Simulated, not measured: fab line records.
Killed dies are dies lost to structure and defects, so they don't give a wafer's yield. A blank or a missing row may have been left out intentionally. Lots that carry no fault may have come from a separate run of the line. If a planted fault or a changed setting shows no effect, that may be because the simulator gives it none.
Which tool was responsible? | flow sky130 | Sampling: 11 lots, 33 wafers, 5 of 708 route steps

== WHAT THE GAUGES READ, wafer by wafer ==
SKY_VIA2_OVL_MEAS_13. Usual: for VIA2_OVL the level is 2 nm and the standard deviation is 5.2.
lot  | measured     | on         | VIA2_OVL (nm) | flag
L928 | day 36 02:51 | overlay-02 | -4 -7 -6      |
L929 | day 36 13:07 | overlay-02 | -3 0 0        |
L934 | day 38 00:04 | overlay-02 | 1 12 5        |
L938 | day 39 17:32 | overlay-02 | -2 1 1        |
L940 | day 39 21:59 | overlay-01 | 31 30 30      | OFF
L939 | day 39 23:13 | overlay-02 | 39 32 33      | OFF
L941 | day 40 05:58 | overlay-01 | 9 10 11       |
L942 | day 40 09:28 | overlay-02 | 25 33 34      | OFF
L945 | day 41 13:43 | overlay-01 | 23 25 26      | OFF
L947 | day 42 03:03 | overlay-02 | 7 7 2         |
L951 | day 43 02:49 | overlay-02 | -2 2 3        |

== TOOL THAT RAN EACH LOT (tool first, then ch and the chambers of the sampled wafers, then the start) ==
lot  | SKY_METAL2_DESCUM_17              | SKY_METAL2_ETCH_18                | SKY_VIA2_CMP_02               | SKY_VIA2_EXPOSE_09
L928 | rie-metal-02 ch 0,1, day 35 00:00 | rie-metal-02 ch 0,1, day 35 00:02 | cmp-01 ch 0,1,2, day 35 01:02 | krf-scanner-01 ch 0, day 35 13:22
L929 | rie-metal-02 ch 0,1, day 35 09:30 | rie-metal-02 ch 0,1, day 35 09:32 | cmp-01 ch 0,1,2, day 35 10:28 | krf-scanner-02 ch 0, day 36 00:55
L934 | rie-metal-04 ch 0,1, day 36 20:15 | rie-metal-04 ch 0,1, day 36 20:17 | cmp-02 ch 1,2,3, day 36 21:17 | krf-scanner-02 ch 0, day 37 11:31
L938 | rie-metal-04 ch 1, day 38 15:20   | rie-metal-04 ch 1, day 38 15:22   | cmp-02 ch 0,1,3, day 38 16:22 | krf-scanner-02 ch 0, day 39 05:10
L940 | rie-metal-04 ch 0,1, day 38 20:35 | rie-metal-04 ch 0,1, day 38 20:37 | cmp-02 ch 1,2,3, day 38 21:32 | krf-scanner-02 ch 0, day 39 10:26
L939 | rie-metal-01 ch 1, day 38 21:18   | rie-metal-01 ch 1, day 38 21:20   | cmp-01 ch 0,1, day 38 22:35   | krf-scanner-02 ch 0, day 39 11:35
L941 | rie-metal-04 ch 0,1, day 39 04:12 | rie-metal-04 ch 0,1, day 39 04:14 | cmp-01 ch 0,1,2, day 39 05:13 | krf-scanner-01 ch 0, day 39 18:14
L942 | rie-metal-02 ch 0, day 39 09:04   | rie-metal-02 ch 0, day 39 09:09   | cmp-01 ch 2,3, day 39 10:15   | krf-scanner-02 ch 0, day 39 22:39
L945 | rie-metal-04 ch 0,1, day 40 12:28 | rie-metal-04 ch 0,1, day 40 12:30 | cmp-02 ch 1,2,3, day 40 13:34 | krf-scanner-02 ch 0, day 41 02:42
L947 | rie-metal-04 ch 0,1, day 41 01:45 | rie-metal-04 ch 0,1, day 41 01:47 | cmp-02 ch 1,2, day 41 02:43   | krf-scanner-01 ch 0, day 41 14:37
L951 | rie-metal-02 ch 1, day 42 01:44   | rie-metal-02 ch 1, day 42 01:46   | cmp-01 ch 0,1,2, day 42 02:44 | krf-scanner-01 ch 0, day 42 14:20
- SKY_METAL2_DESCUM_17: chemistry O2, time 8 s.
- SKY_METAL2_ETCH_18: etches BARC in N2/H2, stops on SiO2, time 45.9 s, target depth 60 nm.
- SKY_VIA2_CMP_02: polishes SiO2.
- SKY_VIA2_EXPOSE_09: exposes mask VIM2, target cd 200 nm.

== WHAT THE TOOLS THEMSELVES READ (means of the sampled wafers that have a number; where no wafer has one, the mark that the record gives instead) ==
SKY_METAL2_DESCUM_17. Usual: drypump-motor-current-A 5.7 A, standard deviation 0.44; oes-product-au 1.004 a.u., standard deviation 0.0097.
lot  | tool         | drypump-motor-current-A (A) | oes-product-au (a.u.) | flag
L928 | rie-metal-02 | 5.5                         | 1.004                 |
L929 | rie-metal-02 | 5.5                         | 1.007                 |
L934 | rie-metal-04 | 5.5                         | 1.005                 |
L938 | rie-metal-04 | 5.4                         | 1.007                 |
L940 | rie-metal-04 | 5.6                         | 1.012                 |
L939 | rie-metal-01 | 5.5                         | 0.993                 |
L941 | rie-metal-04 | 5.6                         | 1.008                 |
L942 | rie-metal-02 | 6.2                         | 1.019                 |
L945 | rie-metal-04 | 5.5                         | 0.999                 |
L947 | rie-metal-04 | 5.6                         | 0.997                 |
L951 | rie-metal-02 | 5.1                         | 0.997                 |

SKY_METAL2_ETCH_18. Usual: bias-w 100.02 W, standard deviation 0.29; drypump-motor-current-A 5.7 A, standard deviation 0.44; oes-product-au 0.855 a.u., standard deviation 0.0048; throttle-valve-pct 13.224 %, standard deviation 0.0095.
lot  | tool         | bias-w (W) | drypump-motor-current-A (A) | oes-product-au (a.u.) | throttle-valve-pct (%) | flag
L928 | rie-metal-02 | 99.79      | 5.5                         | 0.855                 | 13.216                 |
L929 | rie-metal-02 | 100.24     | 5.5                         | 0.855                 | 13.210                 |
L934 | rie-metal-04 | 99.66      | 5.5                         | 0.854                 | 13.217                 |
L938 | rie-metal-04 | 100.18     | 5.4                         | 0.852                 | 13.218                 |
L940 | rie-metal-04 | 99.91      | 5.6                         | 0.857                 | 13.225                 |
L939 | rie-metal-01 | 99.99      | 5.5                         | 0.859                 | 13.217                 |
L941 | rie-metal-04 | 100.03     | 5.6                         | 0.856                 | 13.232                 |
L942 | rie-metal-02 | 100.22     | 6.2                         | 0.860                 | 13.226                 |
L945 | rie-metal-04 | 99.84      | 5.5                         | 0.853                 | 13.231                 |
L947 | rie-metal-04 | 99.98      | 5.6                         | 0.857                 | 13.229                 |
L951 | rie-metal-02 | 100.32     | 5.2                         | 0.856                 | 13.230                 |

SKY_VIA2_CMP_02. Usual: motor-current-A 12.1 A, standard deviation 1.2.
lot  | tool   | motor-current-A (A) | flag
L928 | cmp-01 | 11.8                |
L929 | cmp-01 | 11.6                |
L934 | cmp-02 | 12.7                |
L938 | cmp-02 | 12.9                |
L940 | cmp-02 | 12.5                |
L939 | cmp-01 | 11.9                |
L941 | cmp-01 | 11.8                |
L942 | cmp-01 | 11.5                |
L945 | cmp-02 | 12.8                |
L947 | cmp-02 | 13.8                |
L951 | cmp-01 | 11.6                |

SKY_VIA2_EXPOSE_09. Usual: exposure-dose-mJ-cm2 38.0, standard deviation 0.32.
lot  | tool           | exposure-dose-mJ-cm2 | flag
L928 | krf-scanner-01 | 37.9                 |
L929 | krf-scanner-02 | 37.9                 |
L934 | krf-scanner-02 | 38.0                 |
L938 | krf-scanner-02 | 37.9                 |
L940 | krf-scanner-02 | 37.9                 |
L939 | krf-scanner-02 | 37.9                 |
L941 | krf-scanner-01 | 37.9                 |
L942 | krf-scanner-02 | 37.9                 |
L945 | krf-scanner-02 | 37.9                 |
L947 | krf-scanner-01 | 38.9                 |
L951 | krf-scanner-01 | 38.9                 |

== THE ANSWER, worked out from the rows above alone ==
Rule: lot off if the mean of its wafers having a number is beyond 3 standard deviations from the usual mean. A lot without any number at a reading at which 4 lots or more have one is off too. The other lots that the step has rows for count as sound. After the gauges, taken in route order, come the tools' own readings; for these a lot's mean is taken, as printed above. At the first step where some lot is off, the reading lying furthest off is the one used; lots without a number count as furthest.
Off: L940, L939, L942, L945, at SKY_VIA2_OVL_MEAS_13 (VIA2_OVL).
If a tool, at a process step before that reading, ran all the lots that are off and no sound lot after the first of them, it fits. Those tools and the gauges at SKY_VIA2_OVL_MEAS_13 are tried in the same way. One candidate fits, namely krf-scanner-02 at SKY_VIA2_EXPOSE_09. A fault onset in the window from L938 (day 39 05:10, its last sound lot) to L940 (day 39 10:26, its first lot off) fits.

== WHAT WAS PUT IN BY THE SIMULATOR ==
Scanner matching overlay: krf-scanner-02, from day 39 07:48 on, at SKY_VIA2_EXPOSE_09. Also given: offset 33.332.
Lots struck among those shown: L940, L939, L942, L945. The rule above found the same.
